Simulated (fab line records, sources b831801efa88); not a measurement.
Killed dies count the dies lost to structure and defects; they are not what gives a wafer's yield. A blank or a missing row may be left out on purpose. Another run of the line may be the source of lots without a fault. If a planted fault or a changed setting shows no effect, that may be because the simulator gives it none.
Struck lot and sound lot, side by side	flow sky130	22 out of 708 route steps
Sound: wafers L820.4, L820.5, L820.6. Wafers struck: L830.2, L830.5, L830.6. At the end, the cause is stated.
For every step that has rows: the tool of each side, followed by ch and its chambers, followed by its first start. Under that, the readings that differ: sound wafers	struck wafers	difference of the means	sigmas: that difference in standard deviations of wafers without a fault.
alike: a reading whose means differ by less than 2 such deviations, as well as words and numbers matching on both sides. not compared: withheld readings; readings where some wafer has no value; bounds like >300 that might hide an equal value; numbers whose values overlap and for which the record gives no deviation.
Wherever a step has rows on one side only, a row that says differs or no value, or a row with sigmas, the two part there. When numbers do not overlap yet have no deviation, they are printed without sigmas and do not part them. A reading that every wafer of one side lacks parts them only if that side has two wafers or more.

SKY_POLY_GATE_THK_MEAS_21:
  sound on film-metro-04, day 17 06:35; struck on film-metro-04, day 21 06:32
  alike: POLY_GATE_OXIDATION_THK
SKY_POLY_GATE_CD_MEAS_22:
  sound on cd-sem-01, day 17 06:42; struck on cd-sem-02, day 21 06:37
  alike: cd-nm
then, 7 steps without rows for these wafers: SKY_LDD_N_DEHYDRATE_00 (time 60 s); SKY_LDD_N_HMDS_01 (prime time 60 s); SKY_LDD_N_COAT_02 (resist thk 300 nm); SKY_LDD_N_SOFTBAKE_03 (time 60 s); SKY_LDD_N_EXPOSE_04 (exposes mask NTM, target cd 840 nm); SKY_LDD_N_PEB_05; SKY_LDD_N_DEVELOP_06 (develop time 60 s).
SKY_LDD_N_OVL_MEAS_07:
  sound on overlay-01, day 18 11:31; struck on overlay-01, day 22 12:32
  alike: LDD_N_OVL
then, 2 steps without rows for these wafers: SKY_LDD_N_IMPLANT_08; SKY_LDD_N_IMPLANT_09.
SKY_LDD_N_IMPLANT_10:
  sound on implanter-04 ch 0, day 18 11:55; struck on implanter-02 ch 0, day 22 13:13
  alike: beam-on-s, end-station-pressure-torr
then, 5 steps without rows for these wafers: SKY_LDD_N_IMPLANT_11; SKY_LDD_N_IMPLANT_12; SKY_LDD_N_IMPLANT_13; SKY_LDD_N_IMPLANT_14; SKY_LDD_N_IMPLANT_15.
SKY_LDD_N_STRIP_16: strips in O2/N2.
  sound on plasma-asher-01 ch 0,1, day 18 12:46; struck on plasma-asher-02 ch 0,1, day 22 14:05
reading	sound	struck	difference	sigmas
strip-time-to-endpoint-s (s)	4.316 4.315 4.322	4.538 4.532 4.511	+0.209	+14
  alike: drypump-motor-current-A, oes-product-au
  not compared: rf-hours-counter-h
SKY_LDD_N_TW_MEAS_17:
  sound on film-metro-01, day 18 12:52; struck on film-metro-02, day 22 14:26
reading	sound	struck	difference	sigmas
LDD_N_TW	2596 2609 2604	2689 2669 2674	+74	+3
then, 1 step without rows for these wafers: SKY_LDD_P_DEHYDRATE_00 (time 60 s).
-- record jumps: 26 days separate the struck wafers' starts on either side; left off in module LDD_P, taken up again in module PAD_OPEN, whose first shown step is the route's number 708 --
SKY_PAD_OPEN_PROBE_99:
  sound on prober-01, day 46 04:48; struck on prober-02, day 48 12:53
reading	sound	struck	difference	sigmas
model.etest.tip-n.rs-ohm-sq	437.6 441.6 435.7	389.2 391.8 389.8	-48.0	
model.etest.nfet_01v8_swapped.vt-sat-v (V)	0.6438 0.6624 0.6487	0.6374 0.6344 0.6294	-0.0179	
model.etest.nfet_01v8_turned.vt-sat-v (V)	0.646 0.665 0.6499	0.6399 0.634 0.6313	-0.0186	
model.etest.nfet_01v8_lvt.vt-v (V)	0.6082 0.6218 0.6096	0.6051 0.6014 0.5976	-0.0118	
  alike: killed_at_M0_to_M3, killed_at_M4_up, killed-at-contacts, killed-at-front-end, killed-at-other, killed-dies, killed-on-rim, killed-open, killed-short

== WHERE THEY PART ==
First at SKY_LDD_N_STRIP_16; last, within this record, at SKY_LDD_N_TW_MEAS_17. Later steps at which nothing parts them and some readings are alike: SKY_PAD_OPEN_PROBE_99.

WHY: whatever the simulator had introduced
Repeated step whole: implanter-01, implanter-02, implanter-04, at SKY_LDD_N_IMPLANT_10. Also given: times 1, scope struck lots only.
